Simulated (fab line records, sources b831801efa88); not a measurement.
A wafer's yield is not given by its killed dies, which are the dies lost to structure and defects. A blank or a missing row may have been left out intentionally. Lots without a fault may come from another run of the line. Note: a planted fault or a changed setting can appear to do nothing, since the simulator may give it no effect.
Chamber matching :: flow sky130 :: cmp-01 running SKY_LI_CONTACT_CMP_24: 4 sister chambers
The step polishes, stops on PSG, t overpolish 20 s, target thk 0 nm. 8 wafers are shown with their chamber, then 12 later ones without.

== WAFERS, EACH WITH ITS CHAMBER ==
wafer: L085.1
chamber: 3
motor current A (A): 11.5
time to endpoint s (s): 95

wafer: L089.2
chamber: 2
motor current A (A): 11.3
time to endpoint s (s): 96

wafer: L089.1
chamber: 3
motor current A (A): 11.1
time to endpoint s (s): 99

wafer: L091.3
chamber: 0
motor current A (A): 12.8
time to endpoint s (s): 92

wafer: L091.4
chamber: 2
motor current A (A): 11.2
time to endpoint s (s): 95

wafer: L092.1
chamber: 1
motor current A (A): 10.5
time to endpoint s (s): 98

wafer: L092.4
chamber: 0
motor current A (A): 12.4
time to endpoint s (s): 94

wafer: L092.5
chamber: 1
motor current A (A): 10.0
time to endpoint s (s): 93

== WAFERS MISSING THEIR CHAMBER ==
wafer: L094.1
motor current A (A): 10.9
time to endpoint s (s): 97

wafer: L094.4
motor current A (A): 11.2
time to endpoint s (s): 100

wafer: L094.5
motor current A (A): 10.4
time to endpoint s (s): 95

wafer: L095.2
motor current A (A): 10.2
time to endpoint s (s): 93

wafer: L095.3
motor current A (A): 13.1
time to endpoint s (s): 92

wafer: L095.4
motor current A (A): 11.4
time to endpoint s (s): 96

wafer: L096.1
motor current A (A): 11.7
time to endpoint s (s): 96

wafer: L096.2
motor current A (A): 10.3
time to endpoint s (s): 94

wafer: L096.4
motor current A (A): 11.1
time to endpoint s (s): 95

wafer: L096.3
motor current A (A): 12.1
time to endpoint s (s): 91

wafer: L096.5
motor current A (A): 11.7
time to endpoint s (s): 95

wafer: L096.6
motor current A (A): 11.0
time to endpoint s (s): 92

== EACH ONE'S CHAMBER ==
wafer: L094.1
from the rows above: can't be placed: 2 or 3 or 1
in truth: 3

wafer: L094.4
from the rows above: can't be placed: 3 or 2
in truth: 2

wafer: L094.5
from the rows above: 1
in truth: 1

wafer: L095.2
from the rows above: 1
in truth: 1

wafer: L095.3
from the rows above: 0
in truth: 0

wafer: L095.4
from the rows above: can't be placed: 3 or 2
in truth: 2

wafer: L096.1
from the rows above: can't be placed: 3 or 2
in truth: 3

wafer: L096.2
from the rows above: 1
in truth: 1

wafer: L096.4
from the rows above: can't be placed: 2 or 3
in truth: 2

wafer: L096.3
from the rows above: can't be placed: 0 or 2 or 3
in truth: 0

wafer: L096.5
from the rows above: can't be placed: 2 or 3 or 0
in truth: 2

wafer: L096.6
from the rows above: can't be placed: 2 or 3 or 1
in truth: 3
Correctly placed: 4 of 12. These rows do not allow placing 8 (true chamber among the candidates in 8). 0 placed wrongly.
How it was worked out, from the rows above alone: a wafer's distance from a chamber is the root of the sum, over the readings, of the square of ((its reading less the chamber's mean) divided by the reading's scatter). If the next closest chamber is less than 2 further off than the closest, the wafer can't be placed; otherwise it belongs to the closest. For every chamber, the mean is computed from those of its wafers that are shown. The scatter: take each reading less its chamber's mean, square it, sum over the shown wafers, divide by the number of wafers less the number of chambers, and take the root.
